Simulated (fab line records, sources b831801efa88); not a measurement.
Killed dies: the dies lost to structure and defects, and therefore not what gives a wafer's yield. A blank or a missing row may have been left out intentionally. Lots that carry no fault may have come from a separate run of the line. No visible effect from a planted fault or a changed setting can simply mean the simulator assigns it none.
Which tool was responsible? / flow sky130 / 42 wafers from 14 lots sampled at 5 of the route's 708 steps

== WHAT EACH GAUGE READ, for each wafer ==
SKY_SONOS_ONO_THK_MEAS_03. Usual: SONOS_ONO_CVD_02_THK gives 10.57 nm (standard deviation 0.13).
lot=L822; measured=day 11 17:02; on=filmMetro-03; SONOS_ONO_CVD_02_THK (nm)=10.58 10.53 10.53; flag=
lot=L823; measured=day 11 21:13; on=filmMetro-04; SONOS_ONO_CVD_02_THK (nm)=10.69 10.80 10.79; flag=
lot=L824; measured=day 12 08:38; on=filmMetro-02; SONOS_ONO_CVD_02_THK (nm)=10.38 10.44 10.37; flag=
lot=L825; measured=day 12 15:17; on=filmMetro-03; SONOS_ONO_CVD_02_THK (nm)=10.75 10.74 10.88; flag=
lot=L826; measured=day 12 15:18; on=filmMetro-02; SONOS_ONO_CVD_02_THK (nm)=10.70 10.65 10.60; flag=
lot=L827; measured=day 13 11:50; on=filmMetro-02; SONOS_ONO_CVD_02_THK (nm)=10.49 10.61 10.51; flag=
lot=L828; measured=day 13 14:20; on=filmMetro-03; SONOS_ONO_CVD_02_THK (nm)=10.58 10.50 10.74; flag=
lot=L829; measured=day 14 03:36; on=filmMetro-03; SONOS_ONO_CVD_02_THK (nm)=10.48 10.36 10.44; flag=
lot=L833; measured=day 15 11:31; on=filmMetro-04; SONOS_ONO_CVD_02_THK (nm)=10.43 10.41 10.60; flag=
lot=L835; measured=day 15 18:49; on=filmMetro-03; SONOS_ONO_CVD_02_THK (nm)=10.36 10.43 10.37; flag=
lot=L836; measured=day 16 06:42; on=filmMetro-04; SONOS_ONO_CVD_02_THK (nm)=10.70 10.68 10.51; flag=
lot=L837; measured=day 16 17:20; on=filmMetro-04; SONOS_ONO_CVD_02_THK (nm)=10.47 10.52 10.43; flag=
lot=L844; measured=day 18 17:19; on=filmMetro-03; SONOS_ONO_CVD_02_THK (nm)=10.79 10.93 10.83; flag=
lot=L845; measured=day 19 07:06; on=filmMetro-04; SONOS_ONO_CVD_02_THK (nm)=10.66 10.61 10.62; flag=

SKY_GATE_OXIDE_TW_MEAS_14. Usual: GATE_OXIDE_TW gives 224.9 (standard deviation 1.8).
lot=L822; measured=day 13 23:45; on=filmMetro-03; GATE_OXIDE_TW=226.5 225.6 225.5; flag=
lot=L823; measured=day 14 03:56; on=filmMetro-01; GATE_OXIDE_TW=227.1 225.3 226.1; flag=
lot=L824; measured=day 14 17:14; on=filmMetro-03; GATE_OXIDE_TW=225.3 225.7 226.4; flag=
lot=L825; measured=day 14 22:51; on=filmMetro-02; GATE_OXIDE_TW=222.5 223.2 222.2; flag=
lot=L826; measured=day 14 23:01; on=filmMetro-01; GATE_OXIDE_TW=226.8 226.5 228.1; flag=
lot=L827; measured=day 15 22:04; on=filmMetro-03; GATE_OXIDE_TW=225.8 225.9 225.8; flag=
lot=L828; measured=day 16 01:35; on=filmMetro-02; GATE_OXIDE_TW=221.5 223.1 223.0; flag=
lot=L829; measured=day 16 14:17; on=filmMetro-02; GATE_OXIDE_TW=222.5 223.0 222.1; flag=
lot=L833; measured=day 18 01:11; on=filmMetro-03; GATE_OXIDE_TW=224.1 224.7 224.3; flag=
lot=L835; measured=day 18 09:11; on=filmMetro-01; GATE_OXIDE_TW=225.9 225.1 227.5; flag=
lot=L836; measured=day 18 22:13; on=filmMetro-03; GATE_OXIDE_TW=224.4 224.3 223.7; flag=
lot=L837; measured=day 19 08:37; on=filmMetro-03; GATE_OXIDE_TW=224.5 224.0 225.4; flag=
lot=L844; measured=day 21 10:38; on=filmMetro-03; GATE_OXIDE_TW=224.9 224.8 224.2; flag=
lot=L845; measured=day 22 00:20; on=filmMetro-02; GATE_OXIDE_TW=223.1 222.4 221.8; flag=

SKY_POLY_CUT_CD_MEAS_08 targets a cd of 270 nm. Usual: cdNm 270.4 nm, standard deviation 1.7.
lot=L822; measured=day 24 10:45; on=cdSem-02; cdNm (nm)=270.1 270.6 269.6; flag=
lot=L823; measured=day 24 15:36; on=cdSem-01; cdNm (nm)=271.1 270.4 270.9; flag=
lot=L824; measured=day 25 04:15; on=cdSem-02; cdNm (nm)=270.1 271.2 270.6; flag=
lot=L825; measured=day 25 10:57; on=cdSem-02; cdNm (nm)=271.2 272.1 271.8; flag=
lot=L826; measured=day 25 10:40; on=cdSem-02; cdNm (nm)=268.8 266.7 267.0; flag=
lot=L827; measured=day 26 09:42; on=cdSem-02; cdNm (nm)=272.8 272.1 272.8; flag=
lot=L828; measured=day 26 14:09; on=cdSem-02; cdNm (nm)=270.3 272.2 271.1; flag=
lot=L829; measured=day 27 01:51; on=cdSem-02; cdNm (nm)=269.4 268.8 269.5; flag=
lot=L833; measured=day 28 09:47; on=cdSem-02; cdNm (nm)=271.6 270.5 270.6; flag=
lot=L835; measured=day 28 22:17; on=cdSem-02; cdNm (nm)=270.7 271.2 271.3; flag=
lot=L836; measured=day 29 07:38; on=cdSem-02; cdNm (nm)=270.0 270.0 271.7; flag=
lot=L837; measured=day 29 18:12; on=cdSem-02; cdNm (nm)=270.6 271.1 271.2; flag=
lot=L844; measured=day 31 16:42; on=cdSem-02; cdNm (nm)=271.5 271.5 272.5; flag=
lot=L845; measured=day 32 05:19; on=cdSem-02; cdNm (nm)=268.3 269.4 268.2; flag=

== EACH LOT AND THE TOOL THAT RAN IT (in order: tool; ch and the chambers of the sampled wafers; start) ==
lot=L822; SKY_VT_ADJUST_PCH_COAT_02=lithoTrack-02 ch 0, day 9 23:39; SKY_VT_ADJUST_PCH_STRIP_09=plasmaAsher-03 ch 1, day 10 11:34
lot=L823; SKY_VT_ADJUST_PCH_COAT_02=lithoTrack-01 ch 0, day 10 05:43; SKY_VT_ADJUST_PCH_STRIP_09=plasmaAsher-02 ch 0,1, day 10 17:05
lot=L824; SKY_VT_ADJUST_PCH_COAT_02=lithoTrack-04 ch 0, day 10 15:37; SKY_VT_ADJUST_PCH_STRIP_09=plasmaAsher-02 ch 0,1, day 11 04:21
lot=L825; SKY_VT_ADJUST_PCH_COAT_02=lithoTrack-02 ch 0, day 10 20:30; SKY_VT_ADJUST_PCH_STRIP_09=plasmaAsher-02 ch 0,1, day 11 09:23
lot=L826; SKY_VT_ADJUST_PCH_COAT_02=lithoTrack-04 ch 0, day 10 22:12; SKY_VT_ADJUST_PCH_STRIP_09=plasmaAsher-04 ch 0,1, day 11 10:20
lot=L827; SKY_VT_ADJUST_PCH_COAT_02=lithoTrack-01 ch 0, day 11 16:13; SKY_VT_ADJUST_PCH_STRIP_09=plasmaAsher-02 ch 0,1, day 12 04:52
lot=L828; SKY_VT_ADJUST_PCH_COAT_02=lithoTrack-04 ch 0, day 11 20:19; SKY_VT_ADJUST_PCH_STRIP_09=plasmaAsher-02 ch 0,1, day 12 10:13
lot=L829; SKY_VT_ADJUST_PCH_COAT_02=lithoTrack-04 ch 0, day 12 07:25; SKY_VT_ADJUST_PCH_STRIP_09=plasmaAsher-03 ch 0,1, day 12 20:31
lot=L833; SKY_VT_ADJUST_PCH_COAT_02=lithoTrack-02 ch 0, day 13 13:54; SKY_VT_ADJUST_PCH_STRIP_09=plasmaAsher-02 ch 0,1, day 14 02:32
lot=L835; SKY_VT_ADJUST_PCH_COAT_02=lithoTrack-01 ch 0, day 13 22:50; SKY_VT_ADJUST_PCH_STRIP_09=plasmaAsher-02 ch 0,1, day 14 12:10
lot=L836; SKY_VT_ADJUST_PCH_COAT_02=lithoTrack-04 ch 0, day 14 10:40; SKY_VT_ADJUST_PCH_STRIP_09=plasmaAsher-04 ch 0,1, day 15 00:17
lot=L837; SKY_VT_ADJUST_PCH_COAT_02=lithoTrack-04 ch 0, day 14 20:16; SKY_VT_ADJUST_PCH_STRIP_09=plasmaAsher-02 ch 0,1, day 15 09:25
lot=L844; SKY_VT_ADJUST_PCH_COAT_02=lithoTrack-01 ch 0, day 16 17:04; SKY_VT_ADJUST_PCH_STRIP_09=plasmaAsher-02 ch 0,1, day 17 08:23
lot=L845; SKY_VT_ADJUST_PCH_COAT_02=lithoTrack-02 ch 0, day 17 06:37; SKY_VT_ADJUST_PCH_STRIP_09=plasmaAsher-02 ch 0,1, day 17 21:18
- SKY_VT_ADJUST_PCH_COAT_02: resist thk 3000 nm.
- SKY_VT_ADJUST_PCH_STRIP_09: strips in O2/N2.

== AS READ BY THE TOOLS THEMSELVES (means over the sampled wafers that have a number; for cases with no such wafer, the mark the record gives instead) ==
SKY_VT_ADJUST_PCH_COAT_02. Usual: dispensePressureKPa 51.2 kPa, standard deviation 0.81; exhaustPa 44.9 Pa, standard deviation 0.85; spinSpeedRpm 1999.9 rpm, standard deviation 1.1.
lot=L822; tool=lithoTrack-02; dispensePressureKPa (kPa)=52.6; exhaustPa (Pa)=45.4; spinSpeedRpm (rpm)=1999.8; flag=
lot=L823; tool=lithoTrack-01; dispensePressureKPa (kPa)=51.0; exhaustPa (Pa)=44.5; spinSpeedRpm (rpm)=1999.5; flag=
lot=L824; tool=lithoTrack-04; dispensePressureKPa (kPa)=50.7; exhaustPa (Pa)=45.8; spinSpeedRpm (rpm)=1999.9; flag=
lot=L825; tool=lithoTrack-02; dispensePressureKPa (kPa)=52.6; exhaustPa (Pa)=44.4; spinSpeedRpm (rpm)=2001.9; flag=
lot=L826; tool=lithoTrack-04; dispensePressureKPa (kPa)=50.7; exhaustPa (Pa)=45.2; spinSpeedRpm (rpm)=1998.8; flag=
lot=L827; tool=lithoTrack-01; dispensePressureKPa (kPa)=51.0; exhaustPa (Pa)=45.9; spinSpeedRpm (rpm)=1999.5; flag=
lot=L828; tool=lithoTrack-04; dispensePressureKPa (kPa)=50.7; exhaustPa (Pa)=44.9; spinSpeedRpm (rpm)=1999.2; flag=
lot=L829; tool=lithoTrack-04; dispensePressureKPa (kPa)=50.7; exhaustPa (Pa)=44.9; spinSpeedRpm (rpm)=2000.2; flag=
lot=L833; tool=lithoTrack-02; dispensePressureKPa (kPa)=52.6; exhaustPa (Pa)=44.5; spinSpeedRpm (rpm)=1999.7; flag=
lot=L835; tool=lithoTrack-01; dispensePressureKPa (kPa)=50.9; exhaustPa (Pa)=44.9; spinSpeedRpm (rpm)=2000.4; flag=
lot=L836; tool=lithoTrack-04; dispensePressureKPa (kPa)=50.7; exhaustPa (Pa)=44.9; spinSpeedRpm (rpm)=2435.1; flag=OFF
lot=L837; tool=lithoTrack-04; dispensePressureKPa (kPa)=50.7; exhaustPa (Pa)=45.2; spinSpeedRpm (rpm)=2435.6; flag=OFF
lot=L844; tool=lithoTrack-01; dispensePressureKPa (kPa)=50.9; exhaustPa (Pa)=45.7; spinSpeedRpm (rpm)=2001.0; flag=
lot=L845; tool=lithoTrack-02; dispensePressureKPa (kPa)=52.6; exhaustPa (Pa)=45.0; spinSpeedRpm (rpm)=1999.2; flag=

SKY_VT_ADJUST_PCH_STRIP_09. Usual: chamberPressureMTorr 1500.1 mTorr, standard deviation 1.6; drypumpMotorCurrentA 5.6 A, standard deviation 0.53; n2FlowSccm 299.9 sccm, standard deviation 0.76; oesProductAu 0.722 a.u., standard deviation 0.0044; stripTimeToEndpointS 36.90 s, standard deviation 0.13.
lot=L822; tool=plasmaAsher-03; chamberPressureMTorr (mTorr)=1499.5; drypumpMotorCurrentA (A)=5.9; n2FlowSccm (sccm)=300.8; oesProductAu (a.u.)=0.723; stripTimeToEndpointS (s)=37.09; flag=
lot=L823; tool=plasmaAsher-02; chamberPressureMTorr (mTorr)=1500.0; drypumpMotorCurrentA (A)=5.4; n2FlowSccm (sccm)=300.3; oesProductAu (a.u.)=0.721; stripTimeToEndpointS (s)=36.96; flag=
lot=L824; tool=plasmaAsher-02; chamberPressureMTorr (mTorr)=1499.5; drypumpMotorCurrentA (A)=5.3; n2FlowSccm (sccm)=300.0; oesProductAu (a.u.)=0.718; stripTimeToEndpointS (s)=36.82; flag=
lot=L825; tool=plasmaAsher-02; chamberPressureMTorr (mTorr)=1500.5; drypumpMotorCurrentA (A)=5.4; n2FlowSccm (sccm)=299.9; oesProductAu (a.u.)=0.724; stripTimeToEndpointS (s)=36.81; flag=
lot=L826; tool=plasmaAsher-04; chamberPressureMTorr (mTorr)=1499.8; drypumpMotorCurrentA (A)=5.7; n2FlowSccm (sccm)=299.3; oesProductAu (a.u.)=0.722; stripTimeToEndpointS (s)=36.98; flag=
lot=L827; tool=plasmaAsher-02; chamberPressureMTorr (mTorr)=1500.4; drypumpMotorCurrentA (A)=5.3; n2FlowSccm (sccm)=298.9; oesProductAu (a.u.)=0.727; stripTimeToEndpointS (s)=36.99; flag=
lot=L828; tool=plasmaAsher-02; chamberPressureMTorr (mTorr)=1500.5; drypumpMotorCurrentA (A)=5.1; n2FlowSccm (sccm)=300.0; oesProductAu (a.u.)=0.728; stripTimeToEndpointS (s)=36.79; flag=
lot=L829; tool=plasmaAsher-03; chamberPressureMTorr (mTorr)=1500.4; drypumpMotorCurrentA (A)=6.0; n2FlowSccm (sccm)=299.1; oesProductAu (a.u.)=0.720; stripTimeToEndpointS (s)=36.73; flag=
lot=L833; tool=plasmaAsher-02; chamberPressureMTorr (mTorr)=1500.2; drypumpMotorCurrentA (A)=5.3; n2FlowSccm (sccm)=299.5; oesProductAu (a.u.)=0.720; stripTimeToEndpointS (s)=36.95; flag=
lot=L835; tool=plasmaAsher-02; chamberPressureMTorr (mTorr)=1500.9; drypumpMotorCurrentA (A)=5.3; n2FlowSccm (sccm)=299.9; oesProductAu (a.u.)=0.727; stripTimeToEndpointS (s)=36.80; flag=
lot=L836; tool=plasmaAsher-04; chamberPressureMTorr (mTorr)=1503.6; drypumpMotorCurrentA (A)=5.7; n2FlowSccm (sccm)=299.5; oesProductAu (a.u.)=0.723; stripTimeToEndpointS (s)=33.52; flag=OFF
lot=L837; tool=plasmaAsher-02; chamberPressureMTorr (mTorr)=1499.2; drypumpMotorCurrentA (A)=5.2; n2FlowSccm (sccm)=299.8; oesProductAu (a.u.)=0.721; stripTimeToEndpointS (s)=33.59; flag=OFF
lot=L844; tool=plasmaAsher-02; chamberPressureMTorr (mTorr)=1499.8; drypumpMotorCurrentA (A)=5.4; n2FlowSccm (sccm)=300.3; oesProductAu (a.u.)=0.725; stripTimeToEndpointS (s)=37.02; flag=
lot=L845; tool=plasmaAsher-02; chamberPressureMTorr (mTorr)=1500.1; drypumpMotorCurrentA (A)=5.1; n2FlowSccm (sccm)=300.3; oesProductAu (a.u.)=0.716; stripTimeToEndpointS (s)=36.93; flag=

== THE ANSWER, worked out from the rows above alone ==
Rule: lot off if the mean of its wafers having a number is beyond 3 standard deviations from the usual mean. Also off: a lot with no number at a reading for which 4 or more lots have one. Where the step has rows for the other lots, those lots are counted as sound. Order of review: gauges by route order, followed by the tools' own readings, for which a lot's mean as printed above is used. The first step at which some lot is off is used, and at that step the reading that is off furthest; a lot without a number counts as furthest.
Off, at SKY_VT_ADJUST_PCH_COAT_02 on spinSpeedRpm: L836, L837.
If a tool, at that step or one of the process steps before it, ran each lot that is off and ran no sound lot following the first of them, it fits. One candidate fits, namely lithoTrack-04 at SKY_VT_ADJUST_PCH_COAT_02. A fault onset in the window from L829 (day 12 07:25, its last sound lot) to L836 (day 14 10:40, its first lot off) fits.
The tool's own readings at SKY_VT_ADJUST_PCH_COAT_02 bear it out: on the lots that are off they differ by more than 5 times the standard deviation of the sound lots' means. spinSpeedRpm reads 2435.3 rpm there against 1999.9 rpm on the sound lots.

== WHAT THE SIMULATOR HAD PUT IN ==
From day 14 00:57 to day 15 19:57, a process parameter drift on lithoTrack-04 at SKY_VT_ADJUST_PCH_COAT_02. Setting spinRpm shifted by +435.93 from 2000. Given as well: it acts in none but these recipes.
Lots struck among those shown: L836, L837. The same result came from the rule above.
